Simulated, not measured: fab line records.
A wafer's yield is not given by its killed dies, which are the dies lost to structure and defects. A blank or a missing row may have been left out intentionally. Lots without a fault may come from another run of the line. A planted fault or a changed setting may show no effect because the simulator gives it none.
fab line records | flow sky130
[record] lots = 11 wafers = 31 last_day = 50
route steps=708 shown VT_ADJUST_NCORE@130 SONOS_ONO@181 POLY_CUT@318 CAP2M@616 PAD_OPEN@708
lots that met no fault: taken from a fault-free run of the same line
start_h: start of the lot's first displayed wafer, in hours after the record's first day | wait_h: hours since the lot's step before | " unchanged from the row above | L1.1+2: several wafers, shown together as one row | - no value present, or no start provided | * or withheld: withheld | < > ~ a bound
route shown NAME@n: a module of which the file shows steps, and the number in the route of the first | usual: mean/standard deviation taken from wafers without a fault | same: alike in all rows | chamber/n: place in a boat | sites: readings site by site | _std_site: standard deviation across them | _edge_site: outer sites' mean less inner sites' | radius_mm: for every site, how far away it sits from the centre of the wafer | mask NAME#n: copy n | behind: the tool/chamber that last shaped the wafer | hold: what put the lot on hold/how long, in hours/how the hold closed | device: names the non-switching transistor (n, p or np) | end of line: the same wafers' tests at the end of the route | a step without rows: its recipe alone | killed: dies that structure and defects cost at the first sort, which is not the same as the wafer's yield | map: shows each die of a wafer: x if killed, . if not, _ if none is there
set.NAME: setting as actually run; set.NAME@STEP: the setting as run at that earlier step | model.NAME: the simulator's own value behind a step, which no gauge read
one table for each step of the route and one row for each wafer, over a sample of lots
services: the hour from which a tool's chamber was out of use, counted from the record's first day as start_h (under 0 if before that day), plus the number of hours and why
[[steps]]
[step SKY_VT_ADJUST_NCORE_TW_MEAS_11]
[usual] VT_ADJUST_NCORE_TW = 219.8/1.3
// columns lot.wafer tool chamber start_h wait_h VT_ADJUST_NCORE_TW
L224.3 film_metro-02 - 189.99 0.1 220.7
L224.5 " - " " 221.1
L224.6 " - " " 222.0
L229.2 film_metro-04 - 221.80 0.1 219.9
L229.6 " - " " 220.5
L232.1 film_metro-01 - 245.57 0.1 219.3
L232.5 " - " " 218.6
L236.1 film_metro-01 - 271.96 0.1 218.4
L236.3 " - " " 216.7
L236.5 " - " " 219.2
L239.1 film_metro-01 - 307.74 0.1 218.2
L239.2 " - " " 218.4
L239.3 " - " " 218.3
L240.1 film_metro-04 - 310.25 0.1 220.3
L240.4 " - " " 219.6
L240.6 " - " " 220.5
L242.1 film_metro-02 - 316.99 0.1 220.3
L242.4 " - " " 221.1
L242.6 " - " " 220.8
L243.1 film_metro-01 - 322.52 0.1 218.7
L243.2 " - " " 219.0
L243.4 " - " " 217.9
L244.2 film_metro-01 - 333.52 0.1 217.6
L244.3 " - " " 218.1
L244.6 " - " " 218.8
L245.2 film_metro-02 - 338.30 0.1 221.8
L245.3 " - " " 222.8
L245.4 " - " " 220.9
L246.2 film_metro-01 - 348.80 0.1 217.6
L246.3 " - " " 218.1
L246.6 " - " " 218.0
[step SKY_SONOS_ONO_CD_MEAS_13]
[recipe] target_cd_nm = 410
[usual] cd_nm = 409/3
// columns lot.wafer tool chamber start_h wait_h cd_nm
L224.3 cd_sem-02 - 289.35 0.1 410
L224.5 " - " " 410
L224.6 " - " " 413
L229.2 cd_sem-01 - 328.93 0.1 410
L229.6 " - " " 410
L232.1 cd_sem-02 - 353.81 0.1 414
L232.5 " - " " 417
L236.1 cd_sem-02 - 384.25 0.1 406
L236.3 " - " " 404
L236.5 " - " " 404
L239.1 cd_sem-01 - 428.35 0.1 411
L239.2 " - " " 411
L239.3 " - " " 410
L240.1 cd_sem-01 - 428.81 0.1 410
L240.4 " - " " 407
L240.6 " - " " 408
L242.1 cd_sem-02 - 437.29 0.1 404
L242.4 " - " " 405
L242.6 " - " " 406
L243.1 cd_sem-02 - 441.59 0.1 413
L243.2 " - " " 413
L243.4 " - " " 413
L244.2 cd_sem-02 - 454.31 0.1 408
L244.3 " - " " 407
L244.6 " - " " 407
L245.2 cd_sem-02 - 458.51 0.1 407
L245.3 " - " " 407
L245.4 " - " " 409
L246.2 cd_sem-01 - 471.82 0.1 410
L246.3 " - " " 409
L246.6 " - " " 409
[step SKY_POLY_CUT_ETCH_11]
[recipe] target = Si3N4 chemistry = CF4/CH2F2/Ar stop_on = poly-Si source_w = 600 bias_w = 150 pressure_mtorr = 40 cf4_flow_sccm = 40 ch2f2_flow_sccm = 20 Ar_flow_sccm = 150 time_s = 42.5 target_depth_a = 600
[usual] drypump_motor_current_A = 5.7/0.41 oes_product_au = 0.827/0.0063 run_length_s = 70.8/0.39 throttle_valve_pct = 14.994/0.0089
// columns lot.wafer tool chamber start_h wait_h drypump_motor_current_A oes_product_au rf_hours_counter_h run_length_s throttle_valve_pct
L224.3 rie_diel-02 2 564.98 0.0 5.9 0.820 61 70.2 14.994
L224.5 " 2 " " 5.9 0.819 - 70.5 14.989
L224.6 " 1 " " 5.9 0.814 - 71.3 14.993
L229.2 rie_diel-03 2 609.50 0.0 5.7 0.824 4 70.5 14.995
L229.6 " 0 " " 5.1 0.826 - 70.5 15.004
L232.1 rie_diel-04 1 643.60 0.0 5.3 0.836 5 70.8 14.989
L232.5 " 0 " " 6.0 0.827 - 71.3 15.001
L236.1 rie_diel-04 3 662.15 0.0 5.8 0.833 27 70.7 15.000
L236.3 " 0 " " 6.0 0.833 3 71.3 15.002
L236.5 " 2 " " 5.6 0.831 - 70.6 15.002
L239.1 rie_diel-02 0 705.65 0.0 5.8 0.821 11 71.0 14.975
L239.2 " 1 " " 5.9 0.816 12 71.5 14.996
L239.3 " 2 " " 5.8 0.833 0 70.0 15.003
L240.1 rie_diel-03 1 708.57 0.0 4.8 0.828 6 70.7 14.988
L240.4 " 2 " " 5.7 0.832 6 70.7 14.981
L240.6 " 0 " " 5.2 0.820 - 70.4 14.995
L242.1 rie_diel-03 3 716.67 0.0 6.4 0.827 6 70.6 14.994
L242.4 " 1 " " 4.8 0.823 7 70.9 15.009
L242.6 " 2 " " 5.7 0.826 - 70.5 15.003
L243.1 rie_diel-02 2 719.79 0.0 5.8 0.817 1 70.3 14.995
L243.2 " 1 " " 5.9 0.830 13 71.5 15.008
L243.4 " 0 " " 5.9 0.820 - 70.9 14.984
L244.2 rie_diel-04 3 733.14 0.0 5.8 0.833 29 70.8 14.996
L244.3 " 1 " " 5.3 0.828 7 70.7 14.997
L244.6 " 1 " " 5.3 0.835 - 71.1 14.997
L245.2 rie_diel-02 1 739.55 0.0 5.9 0.826 14 71.4 14.997
L245.3 " 3 " " 5.9 0.819 0 71.1 14.973
L245.4 " 0 " " 5.9 0.818 12 71.0 14.996
L246.2 rie_diel-02 0 745.39 0.0 5.8 0.825 12 70.8 15.001
L246.3 " 1 " " 5.9 0.840 14 71.0 14.992
L246.6 " 3 " " 5.9 0.829 - 70.6 14.997
[step SKY_CAP2M_METAL_ETCH_13]
[recipe] target_depth_nm = 220 stop_on = SiO2 chemistry = Cl2/BCl3 target = TiN pressure_mtorr = 10 icp_w = 900 bias_w = 48.5 Cl2_flow_sccm = 60 bcl3_flow_sccm = 30 time_s = 62.9
[usual] drypump_motor_current_A = 5.4/0.35 oes_product_au = 0.943/0.0074 run_length_s = 91.0/0.33 throttle_valve_pct = 21.900/0.01
// columns lot.wafer tool chamber start_h wait_h drypump_motor_current_A oes_product_au rf_hours_counter_h run_length_s throttle_valve_pct
L224.3 rie_metal-04 0 959.55 0.0 5.9 0.944 - 91.2 21.908
L224.5 " 1 " " 5.7 0.937 - 91.1 21.897
L224.6 " 0 " " 5.9 0.936 - 91.2 21.910
L229.2 rie_metal-01 1 992.62 0.0 5.1 0.936 0 90.6 21.914
L229.6 " 1 " " 5.1 0.990 - 75.0 21.873
L232.1 rie_metal-01 1 1019.70 0.0 5.2 0.990 2 75.2 21.859
L232.5 " 1 " " 5.2 0.935 - 90.6 21.927
L236.1 rie_metal-04 0 1038.58 0.0 5.9 0.946 17 91.5 21.890
L236.3 " 1 " " 5.7 0.949 - 91.2 21.885
L236.5 " 1 " " 5.7 0.946 - 91.2 21.892
L239.1 rie_metal-04 0 1071.83 0.0 5.9 0.953 19 91.7 21.885
L239.2 " 1 " " 5.7 0.939 8 91.1 21.894
L239.3 " 0 " " 5.8 0.952 - 91.2 21.903
L240.1 rie_metal-03 1 1074.63 0.0 5.0 0.942 21 91.3 21.905
L240.4 " 1 " " 4.9 0.938 - 90.8 21.902
L240.6 " 0 " " 5.1 0.944 - 91.3 21.888
L242.1 rie_metal-03 1 1080.11 0.0 5.0 0.955 22 91.2 21.870
L242.4 " 1 " " 5.0 0.953 - 90.7 21.892
L242.6 " 0 " " 5.1 0.946 - 91.3 21.894
L243.1 rie_metal-03 1 1086.06 0.0 5.0 0.956 22 90.7 21.891
L243.2 " 0 " " 5.1 0.950 12 91.2 21.916
L243.4 " 1 " " 4.9 0.950 - 90.7 21.892
L244.2 rie_metal-01 1 1091.73 0.0 5.2 0.947 7 90.5 21.906
L244.3 " 0 " " 5.7 0.943 - 91.2 21.907
L244.6 " 0 " " 5.7 0.935 - 90.9 21.891
L245.2 rie_metal-03 1 1099.95 0.0 4.9 0.953 23 91.3 21.892
L245.3 " 0 " " 5.1 0.950 - 91.8 21.882
L245.4 " 1 " " 4.9 0.952 - 91.0 21.888
L246.2 rie_metal-01 0 1102.06 0.0 5.7 0.942 20 90.6 21.908
L246.3 " 0 " " 5.7 0.937 - 91.4 21.891
L246.6 " 0 " " 5.7 0.940 - 90.6 21.893
[step SKY_CAP2M_STRIP_14]
[recipe] chemistry = O2/N2 power_w = 1400 pressure_mtorr = 1500 platen_temp_c = withheld o2_flow_sccm = 3000 n2_flow_sccm = 300 overash_fraction = 0.5
[usual] drypump_motor_current_A = 5.7/0.39 oes_product_au = 0.710/0.0043 strip_time_to_endpoint_s = 12.65/0.031
// columns lot.wafer tool chamber start_h wait_h drypump_motor_current_A oes_product_au rf_hours_counter_h strip_time_to_endpoint_s
L224.3 plasma_asher-03 0 959.64 0.1 5.8 0.708 - 12.68
L224.5 " 0 " " 5.9 0.714 - 12.68
L224.6 " 1 " " 6.0 0.720 - 12.67
L229.2 plasma_asher-02 1 992.70 0.1 5.4 0.705 82 12.71
L229.6 " 1 " " 5.4 0.710 - 13.01
L232.1 plasma_asher-01 0 1019.78 0.1 5.3 0.718 125 13.04
L232.5 " 0 " " 5.2 0.710 - 12.66
L236.1 plasma_asher-01 1 1038.65 0.1 5.7 0.714 127 12.67
L236.3 " 0 " " 5.3 0.711 - 12.65
L236.5 " 1 " " 5.7 0.702 - 12.67
L239.1 plasma_asher-01 0 1071.90 0.1 5.3 0.713 1 12.64
L239.2 " 1 " " 5.7 0.709 1 12.63
L239.3 " 1 " " 5.8 0.708 - 12.65
L240.1 plasma_asher-01 0 1074.70 0.1 5.3 0.708 1 12.65
L240.4 " 0 " " 5.3 0.709 - 12.65
L240.6 " 1 " " 5.7 0.713 - 12.62
L242.1 plasma_asher-03 1 1080.18 0.1 5.9 0.713 65 12.70
L242.4 " 1 " " 6.0 0.716 - 12.64
L242.6 " 1 " " 5.9 0.708 - 12.69
L243.1 plasma_asher-02 1 1086.13 0.1 5.4 0.711 90 12.61
L243.2 " 0 " " 6.6 0.708 90 12.64
L243.4 " 0 " " 6.6 0.714 - 12.61
L244.2 plasma_asher-01 0 1091.80 0.1 5.3 0.712 3 12.70
L244.3 " 0 " " 5.3 0.712 - 12.63
L244.6 " 1 " " 5.7 0.702 - 12.66
L245.2 plasma_asher-01 0 1100.03 0.1 5.3 0.715 3 12.58
L245.3 " 0 " " 5.3 0.707 - 12.61
L245.4 " 1 " " 5.7 0.709 - 12.61
L246.2 plasma_asher-03 0 1102.13 0.1 5.8 0.715 67 12.62
L246.3 " 0 " " 5.8 0.708 - 12.60
L246.6 " 1 " " 6.0 0.707 - 12.63
[step SKY_PAD_OPEN_PROBE_99]
[usual] defect_limited_yield = 81.9/1.9 killed_at_M0_to_M3 = 45/7.3 killed_at_M4_up = 3.2/1.8 killed_at_contacts = 25/5.5 killed_at_front_end = 15/4.2 killed_at_other = 0.3/0.69 killed_dies = 89/9.4 killed_on_rim = 17/3.8 killed_open = 49/6.6 killed_short = 40/6.4 sort_bin_3_pad_short = 0.9/0.43 sort_bin_5_function = 10.7/1.5 sort_bin_6_memory = 6.5/1.2 sort_n_pass = 403/9.4 sort_yield_pct = 81.9/1.9
[same] gross_dies = 492 killed_at_back_side = 0 sort_bin_4_leakage[%] = 0 sort_bin_8_speed[%] = 0
// columns lot.wafer tool chamber start_h wait_h defect_limited_yield[%] killed_at_M0_to_M3 killed_at_M4_up killed_at_contacts killed_at_front_end killed_at_other killed_dies killed_on_rim killed_open killed_short sort_bin_3_pad_short[%] sort_bin_5_function[%] sort_bin_6_memory[%] sort_n_pass sort_yield_pct[%]
L229.2 prober-01 - 1108.33 0.1 82.9 47 1 23 13 0 84 18 53 31 0.8 11.0 5.3 408 82.9
L229.6 prober-01 - 1108.53 0.2 0 39 4 26 13 410 492 96 43 39 83.9 10.2 5.9 0 0
L232.1 prober-01 - 1130.56 0.1 0 51 6 20 13 402 492 96 47 43 82.5 11.2 6.3 0 0
L232.5 prober-01 - 1130.76 0.2 82.1 46 5 19 18 0 88 14 50 38 0.2 10.6 7.1 404 82.1
L239.1 prober-02 - 1173.48 0.1 82.5 41 3 24 18 0 86 16 42 44 0.4 9.8 7.3 406 82.5
L239.2 prober-02 - 1173.53 0.1 84.6 41 4 18 13 0 76 13 45 31 0.2 9.1 6.1 416 84.6
L239.3 prober-02 - 1173.58 0.2 84.6 32 1 27 16 0 76 13 52 24 0.8 10.0 4.7 416 84.6
L242.1 prober-01 - 1181.81 0.1 81.9 55 2 22 10 0 89 27 48 41 1.2 10.6 6.3 403 81.9
L242.4 prober-01 - 1181.96 0.2 82.9 37 4 25 18 0 84 17 50 34 1.2 10.0 5.9 408 82.9
// killed by level:class
L229.2 LI_CONTACT:geometric_particle:open=10 VIA2:geometric_particle:open=9 VIA1:geometric_particle:open=8 CONTACT:geometric_particle:open=8 METAL1:geometric_particle:short=7 METAL2:geometric_particle:short=6 VIA3:geometric_particle:open=6 POLY_GATE:geometric_particle:open=5
L229.6 CAP2M:area_etch=410 VIA1:geometric_particle:open=9 LI_CONTACT:geometric_particle:open=8 CONTACT:geometric_particle:open=8 METAL1:geometric_particle:short=8 VIA2:geometric_particle:open=6 CONTACT:geometric_particle:short=6 POLY_GATE:geometric_particle:short=4
L232.1 CAP2M:area_etch=402 VIA1:geometric_particle:open=10 VIA1:geometric_particle:short=9 VIA3:geometric_particle:open=8 CONTACT:geometric_particle:open=8 METAL2:geometric_particle:short=7 LI_CONTACT:geometric_particle:open=6 METAL4:geometric_particle:short=6
L232.5 VIA1:geometric_particle:open=10 CONTACT:geometric_particle:open=10 VIA2:geometric_particle:open=10 FIELD_ISO:geometric_particle:short=7 VIA3:geometric_particle:open=6 METAL2:geometric_particle:short=5 METAL1:geometric_particle:short=5 METAL4:geometric_particle:short=5
L239.1 VIA1:geometric_particle:open=9 METAL2:geometric_particle:short=8 CONTACT:geometric_particle:short=7 LI_CONTACT:geometric_particle:open=6 CONTACT:geometric_particle:open=6 POLY_GATE:geometric_particle:short=5 VIA3:geometric_particle:open=5 VIA3:geometric_particle:short=5
L239.2 VIA1:geometric_particle:open=11 VIA3:geometric_particle:open=9 LI_CONTACT:geometric_particle:open=5 POLY_GATE:geometric_particle:short=4 CONTACT:geometric_particle:short=4 METAL2:geometric_particle:short=4 VIA2:geometric_particle:open=4 METAL4:geometric_particle:short=4
L239.3 CONTACT:geometric_particle:open=13 LI_CONTACT:geometric_particle:open=8 POLY_GATE:geometric_particle:open=7 VIA1:geometric_particle:open=7 VIA2:geometric_particle:open=6 VIA3:geometric_particle:open=5 VIA1:geometric_particle:short=4 POLY_GATE:geometric_particle:short=3
L242.1 CONTACT:geometric_particle:open=10 VIA1:geometric_particle:open=10 VIA1:geometric_particle:short=9 METAL2:geometric_particle:short=8 VIA3:geometric_particle:open=7 VIA2:geometric_particle:open=6 LI_CONTACT:geometric_particle:open=5 METAL2:geometric_particle:open=4
L242.4 VIA2:geometric_particle:open=9 CONTACT:geometric_particle:open=8 FIELD_ISO:geometric_particle:open=6 VIA3:geometric_particle:open=6 POLY_GATE:geometric_particle:open=6 VIA1:geometric_particle:short=6 CONTACT:geometric_particle:short=5 METAL2:geometric_particle:short=5
[[services]]
// columns tool chamber start_h hours kind
rie_metal-01 - 553.23 15.6 pm
rie_diel-02 0 573.65 7.1 repair
rie_diel-02 - 598.53 9.4 repair
plasma_asher-01 - 599.68 2.8 pm
rie_metal-01 - 608.48 2.8 pm
rie_metal-03 0 630.86 18.8 repair
rie_diel-02 0 632.73 4.8 repair
rie_diel-02 0 679.17 10.4 repair
rie_diel-02 0 722.30 4.3 repair
plasma_asher-01 - 728.96 0.9 repair
rie_diel-02 - 733.44 0.5 repair
rie_diel-02 2 808.74 5.6 repair
rie_diel-02 - 822.25 2.8 pm
rie_diel-02 0 826.38 7.5 repair
rie_diel-02 1 846.28 6.7 repair
rie_metal-03 - 857.08 2.8 pm
rie_diel-02 - 916.76 1.3 repair
rie_metal-03 1 938.62 5.7 repair
rie_diel-02 1 952.13 5.0 repair
rie_metal-03 - 986.30 15.6 pm
rie_diel-02 1 1022.30 3.3 repair
rie_diel-02 1 1048.64 1.6 repair
plasma_asher-01 - 1055.25 9.0 pm
rie_diel-02 1 1069.57 15.1 repair
[[key]]
[first_sign] step = SKY_CAP2M_METAL_ETCH_13 reading = run_length_s direction = down sigmas = 48 usual = * struck = *
[effect] step = SKY_CAP2M_METAL_ETCH_13 reading = oes_product_au direction = up sigmas = 6.4 usual = 0.943 struck = 0.990
[effect] step = SKY_CAP2M_STRIP_14 reading = strip_time_to_endpoint_s direction = up sigmas = 12 usual = * struck = *
[effect] step = SKY_PAD_OPEN_PROBE_99 reading = killed_at_other direction = up sigmas = 99+ usual = 0.3 struck = 406
[more_kills_born_at] SKY_CAP2M_METAL_ETCH_13@rie_metal-01 = 812
met_at SKY_CAP2M_METAL_ETCH_13
struck_lots L229,L232
struck_wafers L229.6,L232.1
later_rows_left_out L229.6,L232.1
not_acting_at SKY_VT_ADJUST_NCORE_TW_MEAS_11,SKY_SONOS_ONO_CD_MEAS_13,SKY_POLY_CUT_ETCH_11
[fault] kind = process_parameter_drift tool = rie_metal-01 chamber = - onset_h = 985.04 steps = SKY_CAP2M_METAL_ETCH_13 channel = time_s offset = * shape = step end_h = 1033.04 scope = struck_wafers_only acts_in = * stated = *
// later_rows_left_out: the simulator's readings of these wafers behind a module that went badly wrong aren't trusted and aren't shown, but for the sort
